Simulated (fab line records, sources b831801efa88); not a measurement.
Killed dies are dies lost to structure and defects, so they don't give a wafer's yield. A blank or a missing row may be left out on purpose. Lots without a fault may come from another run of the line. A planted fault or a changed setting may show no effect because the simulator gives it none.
fab line records | flow gf180mcu
record lots=5 wafers=15 last_day=33
route steps=602 shown CONTACT@290
lots that met no fault: from a run of the same line without faults
start_h: hours from the record's first day to the start of the lot's first wafer shown | wait_h: hours since the lot's step before | " the same as in the row above | L1.1+2: a row that stands for several wafers | - no value, or no start given | * or withheld: withheld | < > ~ a bound
route shown NAME@n: a module of which the file shows steps, and the number in the route of the first | usual: mean/standard deviation of fault-free wafers | same: alike in all rows | chamber/n: place in a boat | sites: the reading at each site | _std_site: their standard deviation | _edge_site: outer sites' mean less inner sites' | radius_mm: how far each site lies from the wafer's centre | mask NAME#n: copy n | behind: the tool/chamber that last shaped the wafer | hold: why the lot was held/for how many hours/how that ended | device: the transistor (n, p or np) that didn't switch | end of line: the same wafers' tests at the end of the route | a step without rows: its recipe alone | killed: dies lost to structure and defects at the first sort, not the wafer's yield | map: a wafer's dies, x killed, . not, _ none there
set.NAME: the setting as run; set.NAME@STEP: as run at that earlier step | model.NAME: the simulator's own value behind a step, which no gauge read
lots at some steps of the route; a table a step, a row a wafer
services: from which hour (start_h, from the record's first day; less than 0 if before it) a tool's chamber was out of use, for how many hours, and why
## steps
# step GF_CONTACT_THK_MEAS_03
# recipe reads=SiO2_of_CONTACT_CVD_02
# usual CONTACT_CVD_02_THK=857/11
# columns lot.wafer tool chamber start_h wait_h CONTACT_CVD_02_THK[nm]
L074.2 film_metro-04 - 342.00 0.0 863
L074.4 " - " " 868
L074.5 " - " " 881
L080.1 film_metro-03 - 392.51 0.0 851
L080.2 " - " " 853
L080.6 " - " " 866
L083.1 film_metro-01 - 417.59 0.0 865
L083.2 " - " " 869
L083.5 " - " " 874
L085.1 film_metro-03 - 433.08 0.0 873
L085.3 " - " " 857
L085.6 " - " " 875
L089.1 film_metro-01 - 485.16 0.0 842
L089.2 " - " " 846
L089.3 " - " " 853
# step GF_CONTACT_CMP_04
# recipe material=SiO2 down_force_psi=4 platen_rpm=60 pad_velocity_m_s=0.94248
# usual motor_current_A=12.4/1.7 time_to_endpoint_s=108/6.6
# columns lot.wafer tool chamber start_h wait_h motor_current_A time_to_endpoint_s
L074.4 cmp-01 2 342.10 0.1 11.3 109
L074.2 " 0 " " 12.1 109
L074.5 " 2 " " 11.6 117
L080.1 cmp-02 2 392.62 0.1 11.7 116
L080.2 " 0 " " 12.4 116
L080.6 " 2 " " 11.7 118
L083.1 cmp-02 0 417.70 0.1 11.9 111
L083.2 " 2 " " 12.0 109
L083.5 " 3 " " 16.4 108
L085.1 cmp-01 1 433.19 0.1 12.1 118
L085.3 " 3 " " 9.7 117
L085.6 " 0 " " 11.5 126
L089.1 cmp-01 0 485.27 0.1 11.6 104
L089.3 " 1 " " 12.5 106
L089.2 " 2 " " 10.9 107
# step GF_CONTACT_BOW_MEAS_05
# recipe mode=bow
# usual CONTACT_BOW=66/6.7
# columns lot.wafer tool chamber start_h wait_h CONTACT_BOW[um]
L074.2 film_metro-04 - 342.37 0.1 64
L074.4 " - " " 73
L074.5 " - " " 61
L080.1 film_metro-04 - 392.87 0.2 72
L080.2 " - " " 80
L080.6 " - " " 71
L083.1 film_metro-04 - 417.95 0.2 77
L083.2 " - " " 71
L083.5 " - " " 71
L085.1 film_metro-03 - 433.44 0.2 59
L085.3 " - " " 66
L085.6 " - " " 59
L089.1 film_metro-04 - 485.52 0.2 67
L089.2 " - " " 63
L089.3 " - " " 63
# step GF_CONTACT_DEHYDRATE_06
# recipe temp_c=200 time_s=60
# columns lot.wafer tool chamber start_h wait_h
L074.2+4+5 litho_track-01 0 353.13 10.7
L080.1+2+6 litho_track-03 0 403.39 10.5
L083.1+2+5 litho_track-01 0 428.85 10.9
L085.1+3+6 litho_track-01 0 445.15 11.7
L089.1+2+3 litho_track-03 0 496.74 11.2
# step GF_CONTACT_HMDS_07
# recipe prime_time_s=60 prime_temp_c=120
# columns lot.wafer tool chamber start_h wait_h
L074.2+4+5 litho_track-01 0 353.28 0.1
L080.1+2+6 litho_track-03 0 403.54 0.1
L083.1+2+5 litho_track-01 0 429.00 0.1
L085.1+3+6 litho_track-01 0 445.30 0.1
L089.1+2+3 litho_track-03 0 496.89 0.1
# step GF_CONTACT_COAT_08
# recipe resist=BARC temp_c=withheld time_s=withheld spin_rpm=withheld resist_thk_nm=withheld
# columns lot.wafer tool chamber start_h wait_h
L074.2+4+5 litho_track-01 0 353.43 0.1
L080.1+2+6 litho_track-03 0 403.69 0.1
L083.1+2+5 litho_track-01 0 429.15 0.1
L085.1+3+6 litho_track-01 0 445.45 0.1
L089.1+2+3 litho_track-03 0 497.04 0.1
# step GF_CONTACT_COAT_09
# recipe resist=KrF spin_rpm=withheld resist_thk_nm=1000
# columns lot.wafer tool chamber start_h wait_h
L074.2+4+5 litho_track-01 0 - -
L080.1+2+6 litho_track-03 0 - -
L083.1+2+5 litho_track-01 0 - -
L085.1+3+6 litho_track-01 0 - -
L089.1+2+3 litho_track-03 0 - -
# step GF_CONTACT_SOFTBAKE_10
# recipe temp_c=130 time_s=60 resist=KrF
# columns lot.wafer tool chamber start_h wait_h
L074.2+4+5 litho_track-01 0 - -
L080.1+2+6 litho_track-03 0 - -
L083.1+2+5 litho_track-01 0 - -
L085.1+3+6 litho_track-01 0 - -
L089.1+2+3 litho_track-03 0 - -
# step GF_CONTACT_EXPOSE_11
# recipe mask_id=Contact target_cd_nm=220 na=0.68 source_shape=conventional sigma_outer=0.6 dose_mj=38
# columns lot.wafer tool chamber start_h wait_h mask
L074.2+4+5 krf_scanner-02 0 - - Contact#0
L080.1+2+6 krf_scanner-02 0 - - Contact#0
L083.1+2+5 krf_scanner-01 0 - - Contact#0
L085.1+3+6 krf_scanner-01 0 - - Contact#0
L089.1+2+3 krf_scanner-01 0 - - Contact#0
# step GF_CONTACT_PEB_12
# recipe peb_temp_c=135 peb_time_s=90 resist=KrF
# columns lot.wafer tool chamber start_h wait_h
L074.2+4+5 litho_track-04 0 - -
L080.1+2+6 litho_track-01 0 - -
L083.1+2+5 litho_track-01 0 - -
L085.1+3+6 litho_track-04 0 - -
L089.1+2+3 litho_track-01 0 - -
# step GF_CONTACT_DEVELOP_13
# recipe develop_time_s=60 resist=KrF dev_temp_c=21
# columns lot.wafer tool chamber start_h wait_h
L074.2+4+5 litho_track-04 0 363.65 0.2
L080.1+2+6 litho_track-01 0 415.50 0.2
L083.1+2+5 litho_track-01 0 441.90 0.2
L085.1+3+6 litho_track-04 0 457.87 0.2
L089.1+2+3 litho_track-01 0 508.35 0.2
# step GF_CONTACT_CD_MEAS_14
# recipe target_cd_nm=220
# usual cd_nm=219.3/1.2
# columns lot.wafer tool chamber start_h wait_h cd_nm
L074.2 cd_sem-02 - 363.79 0.1 218.4
L074.4 " - " " 217.3
L074.5 " - " " 217.9
L080.1 cd_sem-01 - 415.65 0.1 218.3
L080.2 " - " " 219.4
L080.6 " - " " 218.4
L083.1 cd_sem-01 - 442.05 0.1 218.1
L083.2 " - " " 218.2
L083.5 " - " " 217.6
L085.1 cd_sem-02 - 458.02 0.1 219.7
L085.3 " - " " 218.9
L085.6 " - " " 219.6
L089.1 cd_sem-02 - 508.50 0.1 220.3
L089.2 " - " " 220.0
L089.3 " - " " 218.3
# step GF_CONTACT_OVL_MEAS_15
# usual CONTACT_OVL=0/6.5
# columns lot.wafer tool chamber start_h wait_h CONTACT_OVL[nm]
L074.2 overlay-01 - 363.90 0.1 -5
L074.4 " - " " -8
L074.5 " - " " -1
L080.1 overlay-01 - 415.77 0.1 -2
L080.2 " - " " -1
L080.6 " - " " 1
L083.1 overlay-01 - 442.17 0.1 -1
L083.2 " - " " 0
L083.5 " - " " -13
L085.1 overlay-01 - 458.14 0.1 -10
L085.3 " - " " -6
L085.6 " - " " -4
L089.1 overlay-01 - 508.62 0.1 2
L089.2 " - " " 8
L089.3 " - " " 1
# step GF_CONTACT_ETCH_16
# recipe chemistry=N2/H2 target_depth_a=withheld overetch_a=withheld time_s=withheld target=BARC ion_energy_ev=200 source_w=500 bias_w=100 pressure_mtorr=30 n2_flow_sccm=100 h2_flow_sccm=200
# usual drypump_motor_current_A=5.5/0.47 oes_product_au=0.855/0.0047 throttle_valve_pct=13.225/0.0092
# columns lot.wafer tool chamber start_h wait_h drypump_motor_current_A oes_product_au throttle_valve_pct
L074.2 rie_diel-01 0 363.93 0.0 5.6 0.853 13.231
L074.4 " 0 " " 5.5 0.854 13.227
L074.5 " 3 " " 6.2 0.860 13.232
L080.1 rie_diel-02 2 415.81 0.0 5.3 0.858 13.218
L080.2 " 1 " " 5.3 0.858 13.217
L080.6 " 2 " " 5.3 0.852 13.224
L083.1 rie_diel-04 2 442.21 0.0 5.7 0.850 13.232
L083.2 " 1 " " 4.7 0.858 13.221
L083.5 " 3 " " 5.3 0.863 13.225
L085.1 rie_diel-04 0 458.18 0.0 6.2 0.857 13.221
L085.3 " 1 " " 4.7 0.859 13.226
L085.6 " 1 " " 4.7 0.854 13.223
L089.1 rie_diel-01 2 508.66 0.0 6.5 0.850 13.232
L089.2 " 0 " " 5.6 0.851 13.216
L089.3 " 3 " " 6.2 0.843 13.211
# step GF_CONTACT_ETCH_17
# recipe chemistry=C4F8/O2/Ar mask_material=KrF target=SiO2 stop_on=CoSi2 source_w=1500 bias_w=1200 pressure_mtorr=40 c4f8_flow_sccm=withheld O2_flow_sccm=6 Ar_flow_sccm=300 time_s=withheld target_depth_a=8600
# usual oes_product_au=0.814/0.0051
# columns lot.wafer tool chamber start_h wait_h oes_product_au
L074.2 rie_diel-01 0 - - 0.816
L074.4 " 0 " " 0.818
L074.5 " 3 " " 0.812
L080.1 rie_diel-02 2 - - 0.815
L080.2 " 1 " " 0.819
L080.6 " 2 " " 0.817
L083.1 rie_diel-04 2 - - 0.808
L083.2 " 1 " " 0.815
L083.5 " 3 " " 0.814
L085.1 rie_diel-04 0 - - 0.820
L085.3 " 1 " " 0.810
L085.6 " 1 " " 0.818
L089.1 rie_diel-01 2 - - 0.814
L089.2 " 0 " " 0.823
L089.3 " 3 " " 0.820
# step GF_CONTACT_STRIP_18
# recipe chemistry=O2/N2 power_w=1400 pressure_mtorr=1500 platen_temp_c=250 o2_flow_sccm=3000 n2_flow_sccm=300 overash_fraction=0.5
# usual drypump_motor_current_A=5.9/0.31 heater_power_w=337/30 oes_product_au=0.580/0.0054
# same overash_fraction=0.5
# columns lot.wafer tool chamber start_h wait_h drypump_motor_current_A heater_power_w oes_product_au rf_hours_counter_h
L074.2 plasma_asher-04 1 364.09 - 6.2 317 0.576 73
L074.4 " 0 " " 5.8 343 0.574 -
L074.5 " 0 " " 5.8 361 0.576 -
L080.1 plasma_asher-04 0 415.97 - 5.8 351 0.581 79
L080.2 " 1 " " 6.2 307 0.583 79
L080.6 " 1 " " 6.2 312 0.576 -
L083.1 plasma_asher-04 0 442.37 - 5.8 351 0.575 1
L083.2 " 1 " " 6.2 305 0.580 1
L083.5 " 0 " " 5.8 350 0.574 -
L085.1 plasma_asher-04 1 458.34 - 6.2 316 0.576 3
L085.3 " 0 " " 5.8 358 0.579 -
L085.6 " 0 " " 5.9 357 0.586 -
L089.1 plasma_asher-01 0 508.82 - 5.9 299 0.581 84
L089.2 " 1 " " 5.4 358 0.572 84
L089.3 " 1 " " 5.4 362 0.585 -
# step GF_CONTACT_CLEAN_19
# recipe chemistry=SPM
# columns lot.wafer tool chamber start_h wait_h
L074.2+4+5 wet_bench-02 0 364.19 0.1
L080.1+2+6 wet_bench-03 1 416.07 0.1
L083.1+2+5 wet_bench-01 3 442.47 0.1
L085.1+3+6 wet_bench-02 2 458.44 0.1
L089.1+2+3 wet_bench-01 0 508.92 0.1
# step GF_CONTACT_CLEAN_20
# recipe chemistry=DIW
# columns lot.wafer tool chamber start_h wait_h
L074.2+4+5 wet_bench-01 0 364.30 0.0
L080.1+2+6 wet_bench-02 3 416.16 0.0
L083.1+2+5 wet_bench-02 0 442.56 0.0
L085.1+3+6 wet_bench-03 0 458.53 0.0
L089.1+2+3 wet_bench-03 1 509.01 0.0
# step GF_CONTACT_CLEAN_21
# recipe chemistry=dHF time_s=20 dilution=100:1 dry=ipa_marangoni
# columns lot.wafer tool chamber start_h wait_h
L074.2+4+5 wet_bench-02 3 364.39 0.0
L080.1+2+6 wet_bench-01 1 416.25 0.0
L083.1+2+5 wet_bench-01 1 442.65 0.0
L085.1+3+6 wet_bench-01 3 458.62 0.0
L089.1+2+3 wet_bench-02 1 509.10 0.0
# step GF_CONTACT_SPUTTER_22
# recipe material=Ti target_thk_nm=15 chamber_pressure_pa=5 power_w=2500 substrate_temp_c=200 time_s=80.02
# usual throttle_valve_pct=30.2/0.64
# columns lot.wafer tool chamber start_h wait_h throttle_valve_pct
L074.2 pvd_sputter-01 - 364.41 0.0 30.1
L074.4 " - " " 29.8
L074.5 " - " " 30.0
L080.1 pvd_sputter-04 - 416.27 0.0 29.6
L080.2 " - " " 30.5
L080.6 " - " " 29.5
L083.1 pvd_sputter-01 - 442.67 0.0 30.1
L083.2 " - " " 29.8
L083.5 " - " " 30.0
L085.1 pvd_sputter-03 - 458.64 0.0 29.0
L085.3 " - " " 31.3
L085.6 " - " " 29.3
L089.1 pvd_sputter-03 - 509.12 0.0 29.7
L089.2 " - " " 29.4
L089.3 " - " " 31.2
# step GF_CONTACT_SPUTTER_23
# recipe material=TiN target_thk_nm=10 chamber_pressure_pa=5 power_w=4000 time_s=40
# usual throttle_valve_pct=30.2/0.64
# columns lot.wafer tool chamber start_h wait_h throttle_valve_pct
L074.2 pvd_sputter-01 - 364.47 0.0 30.3
L074.4 " - " " 29.6
L074.5 " - " " 30.0
L080.1 pvd_sputter-04 - 416.33 0.0 29.8
L080.2 " - " " 30.3
L080.6 " - " " 29.2
L083.1 pvd_sputter-01 - 442.73 0.0 30.3
L083.2 " - " " 29.9
L083.5 " - " " 30.2
L085.1 pvd_sputter-03 - 458.70 0.0 29.4
L085.3 " - " " 31.2
L085.6 " - " " 29.0
L089.1 pvd_sputter-03 - 509.18 0.0 29.8
L089.2 " - " " 29.2
L089.3 " - " " 31.2
# step GF_CONTACT_CVD_24
# recipe material=W target_thk_nm=300 time_s=90.339 temp_c=400 pressure_torr=40
# usual heater_power_w=793/60 susceptor_temp_C=399.97/0.2
# columns lot.wafer tool chamber start_h wait_h heater_power_w susceptor_temp_C
L074.2 cvd_w-01 1 364.51 0.0 914 400.12
L074.4 " 1 " " 906 400.15
L074.5 " 1 " " 923 400.19
L080.1 cvd_w-02 0 416.37 0.0 721 399.85
L080.2 " 1 " " 786 400.06
L080.6 " 1 " " 776 399.84
L083.1 cvd_w-01 0 442.77 0.0 764 399.87
L083.2 " 1 " " 846 400.17
L083.5 " 0 " " 760 399.81
L085.1 cvd_w-01 0 458.74 0.0 752 399.66
L085.3 " 0 " " 776 400.13
L085.6 " 0 " " 740 400.12
L089.1 cvd_w-01 1 509.22 0.0 872 400.12
L089.2 " 0 " " 753 399.99
L089.3 " 1 " " 854 399.65
# step GF_CONTACT_RS_MEAS_25
# recipe thk_meas_gauge=four-point-probe reads=W_of_CONTACT_CVD_24+TiN_of_CONTACT_SPUTTER_23+Ti_of_CONTACT_SPUTTER_22
# usual CONTACT_W_RS=0.385/0.0038
# columns lot.wafer tool chamber start_h wait_h CONTACT_W_RS[ohm/sq]
L074.2 film_metro-04 - 364.63 0.1 0.380
L074.4 " - " " 0.377
L074.5 " - " " 0.379
L080.1 film_metro-03 - 416.47 0.1 0.389
L080.2 " - " " 0.387
L080.6 " - " " 0.386
L083.1 film_metro-04 - 442.87 0.1 0.388
L083.2 " - " " 0.387
L083.5 " - " " 0.384
L085.1 film_metro-01 - 458.84 0.1 0.386
L085.3 " - " " 0.383
L085.6 " - " " 0.386
L089.1 film_metro-01 - 509.32 0.1 0.385
L089.2 " - " " 0.386
L089.3 " - " " 0.388
# step GF_CONTACT_THK_MEAS_26
# recipe thk_meas_gauge=xrf reads=W_of_CONTACT_CVD_24
# usual CONTACT_W_THK=298/5.1
# columns lot.wafer tool chamber start_h wait_h CONTACT_W_THK[nm]
L074.2 film_metro-04 - 364.74 0.1 301
L074.4 " - " " 302
L074.5 " - " " 302
L080.1 film_metro-03 - 416.59 0.1 288
L080.2 " - " " 291
L080.6 " - " " 290
L083.1 film_metro-04 - 442.99 0.1 298
L083.2 " - " " 297
L083.5 " - " " 297
L085.1 film_metro-01 - 458.96 0.1 301
L085.3 " - " " 304
L085.6 " - " " 301
L089.1 film_metro-01 - 509.44 0.1 302
L089.2 " - " " 301
L089.3 " - " " 299
## services
# columns tool chamber start_h hours kind
cmp-02 - 322.12 23.9 pm
rie_diel-01 0 337.02 1.2 repair
pvd_sputter-04 - 341.17 0.6 repair
cmp-02 - 346.03 5.1 pm
pvd_sputter-03 - 373.99 1.5 repair
wet_bench-03 - 378.10 3.5 repair
rie_diel-04 - 388.65 0.3 repair
cvd_w-01 - 390.00 14.0 pm
cmp-01 - 397.83 2.0 repair
plasma_asher-04 - 404.46 0.7 repair
rie_diel-01 - 412.13 5.4 repair
rie_diel-04 1 416.48 4.3 repair
plasma_asher-04 - 421.25 9.0 pm
krf_scanner-01 - 422.70 1.3 pm
cmp-01 - 423.29 1.5 repair
rie_diel-01 1 434.22 4.9 repair
cvd_w-01 - 435.67 1.4 repair
krf_scanner-01 - 439.62 1.0 pm
rie_diel-01 - 457.25 0.6 repair
rie_diel-01 3 457.83 3.0 repair
krf_scanner-01 - 461.26 4.0 pm
cmp-01 - 466.05 5.8 repair
krf_scanner-01 - 466.93 0.8 pm
cmp-01 - 496.26 1.0 repair
## key
fault none
